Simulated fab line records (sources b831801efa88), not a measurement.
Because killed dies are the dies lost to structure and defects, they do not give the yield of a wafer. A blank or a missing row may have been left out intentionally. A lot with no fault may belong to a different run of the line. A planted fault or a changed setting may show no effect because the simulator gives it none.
Which tool is to blame? ; flow gf180mcu ; 11 lots with 33 wafers sampled at 4 steps, on a route of 602 steps

== WHAT THE GAUGES READ, wafer by wafer ==
GF_V3_CD_MEAS_14 targets a cd of 260 nm. Usual: cdNm reads 260.3 nm (standard deviation 1.2).
lot;measured;on;cdNm (nm);flag
L188;day 23 04:13;cdSem-01;261.4 262.8 261.0;
L189;day 23 21:52;cdSem-02;260.1 261.5 260.2;
L190;day 24 03:23;cdSem-02;261.8 262.5 262.7;
L191;day 24 14:05;cdSem-02;260.5 260.2 259.9;
L192;day 25 06:39;cdSem-02;260.2 259.8 258.6;
L196;day 26 07:52;cdSem-02;261.2 259.6 259.6;
L197;day 26 15:35;cdSem-02;260.6 260.4 260.4;
L198;day 26 18:59;cdSem-02;259.1 259.8 259.9;
L205;day 28 21:56;cdSem-01;261.2 261.3 262.1;
L207;day 29 10:19;cdSem-02;260.3 261.7 259.7;
L208;day 29 13:49;cdSem-01;260.2 259.7 260.6;

GF_V3_RS_MEAS_24: uses a four-point probe to measure. Usual: V3_W_RS 0.327 ohm/sq, standard deviation 0.0034.
lot;measured;on;V3_W_RS (ohm/sq);flag
L188;day 23 05:16;filmMetro-03;0.327 0.327 0.330;
L189;day 23 22:55;filmMetro-04;0.327 0.322 0.324;
L190;day 24 04:25;filmMetro-01;0.328 0.322 0.327;
L191;day 24 15:08;filmMetro-03;0.324 0.329 0.330;
L192;day 25 07:43;filmMetro-04;0.320 0.321 0.318;
L196;day 26 09:02;filmMetro-03;0.320 0.325 0.325;
L197;day 26 16:43;filmMetro-01;0.327 0.322 0.328 0.327 0.322 0.327;
L198;day 26 20:07;filmMetro-04;0.322 0.323 0.326;
L205;day 28 22:58;filmMetro-01;0.326 0.327 0.323;
L207;day 29 11:21;filmMetro-03;0.332 0.330 0.330;
L208;day 29 14:51;filmMetro-03;0.329 0.328 0.328;

== WHAT TOOL EACH LOT RAN ON (gives the tool, then ch and the chambers of the sampled wafers, and finally the start) ==
lot;GF_M3_STRIP_17;GF_V3_SPUTTER_21
L188;plasmaAsher-04 ch 0,1, day 22 04:22;pvdSputter-01, day 23 05:04
L189;plasmaAsher-03 ch 1, day 22 22:31;pvdSputter-01, day 23 22:42
L190;plasmaAsher-04 ch 0,1, day 23 03:16;pvdSputter-04, day 24 04:11
L191;plasmaAsher-01 ch 0,1, day 23 14:55;pvdSputter-04, day 24 14:56
L192;plasmaAsher-03 ch 0,1, day 24 07:31;pvdSputter-03, day 25 07:29
L196;plasmaAsher-03 ch 0,1, day 25 10:08;pvdSputter-04, day 26 08:46
L197;plasmaAsher-01 ch 0,1, day 25 17:19;pvdSputter-03, day 26 16:30
L198;plasmaAsher-03 ch 0,1, day 25 21:19;pvdSputter-03, day 26 19:54
L205;plasmaAsher-04 ch 0,1, day 28 02:13;pvdSputter-03, day 28 22:45
L207;plasmaAsher-04 ch 0,1, day 28 12:49;pvdSputter-04, day 29 11:06
L208;plasmaAsher-04 ch 0,1, day 28 17:04;pvdSputter-04, day 29 14:38
- GF_M3_STRIP_17: strips in O2/N2.
- GF_V3_SPUTTER_21: material Ti, target thk 15 nm, time 80.02 s.

== AS READ BY THE TOOLS THEMSELVES (means over the sampled wafers that have a number; for cases with no such wafer, the mark the record gives instead) ==
GF_M3_STRIP_17. Usual: drypumpMotorCurrentA 5.8 A, standard deviation 0.64; heaterPowerW 334 W, standard deviation 48; oesProductAu 0.538 a.u., standard deviation 0.0049; stripTimeToEndpointS 7.41 s, standard deviation 0.045.
lot;tool;drypumpMotorCurrentA (A);heaterPowerW (W);oesProductAu (a.u.);stripTimeToEndpointS (s);flag
L188;plasmaAsher-04;5.6;334;0.534;7.36;
L189;plasmaAsher-03;6.1;309;0.535;7.44;
L190;plasmaAsher-04;5.5;338;0.531;7.39;
L191;plasmaAsher-01;5.3;340;0.535;7.44;
L192;plasmaAsher-03;6.0;277;0.532;7.38;
L196;plasmaAsher-03;6.1;292;0.534;7.44;
L197;plasmaAsher-01;6.0;366;0.541;7.42;
L198;plasmaAsher-03;6.0;284;0.534;7.34;
L205;plasmaAsher-04;5.6;339;0.541;7.45;
L207;plasmaAsher-04;5.8;363;0.539;7.45;
L208;plasmaAsher-04;5.5;336;0.535;7.37;

GF_V3_SPUTTER_21. Usual: cathodeDcPowerW 2500.0 W, standard deviation 0.42; chamberPressurePa 5.000 Pa, standard deviation 0.0094; throttleValvePct 29.9 %, standard deviation 0.87.
lot;tool;cathodeDcPowerW (W);chamberPressurePa (Pa);throttleValvePct (%);flag
L188;pvdSputter-01;2500.1;5.000;30.1;
L189;pvdSputter-01;2500.0;5.012;30.1;
L190;pvdSputter-04;2500.1;5.000;29.6;
L191;pvdSputter-04;2500.0;5.012;30.2;
L192;pvdSputter-03;2500.0;5.010;28.6;
L196;pvdSputter-04;-;-;-;OFF
L197;pvdSputter-03;-;-;-;OFF
L198;pvdSputter-03;2499.8;4.992;28.8;
L205;pvdSputter-03;2500.3;5.003;29.3;
L207;pvdSputter-04;2500.0;4.998;30.1;
L208;pvdSputter-04;2500.0;5.003;30.5;

== THE ANSWER, worked out from the rows above alone ==
Rule: take the mean of a lot's wafers that have a number; if it is more than 3 standard deviations from the usual mean, the lot is off. Also off: a lot with no number at a reading for which 4 or more lots have one. The other lots that the step has rows for count as sound. Order of review: gauges by route order, followed by the tools' own readings, for which a lot's mean as printed above is used. The first step at which some lot is off is used, and at that step the reading that is off furthest; a lot without a number counts as furthest.
Off at GF_V3_SPUTTER_21 (cathodeDcPowerW): L196, L197. Without a number there: L196, L197.
A tool fits if, at that step or a process step before it, it ran every lot that is off, and no sound lot after the first of them. Of those tried, none fits.

== WHAT HAD BEEN PUT IN BY THE SIMULATOR ==
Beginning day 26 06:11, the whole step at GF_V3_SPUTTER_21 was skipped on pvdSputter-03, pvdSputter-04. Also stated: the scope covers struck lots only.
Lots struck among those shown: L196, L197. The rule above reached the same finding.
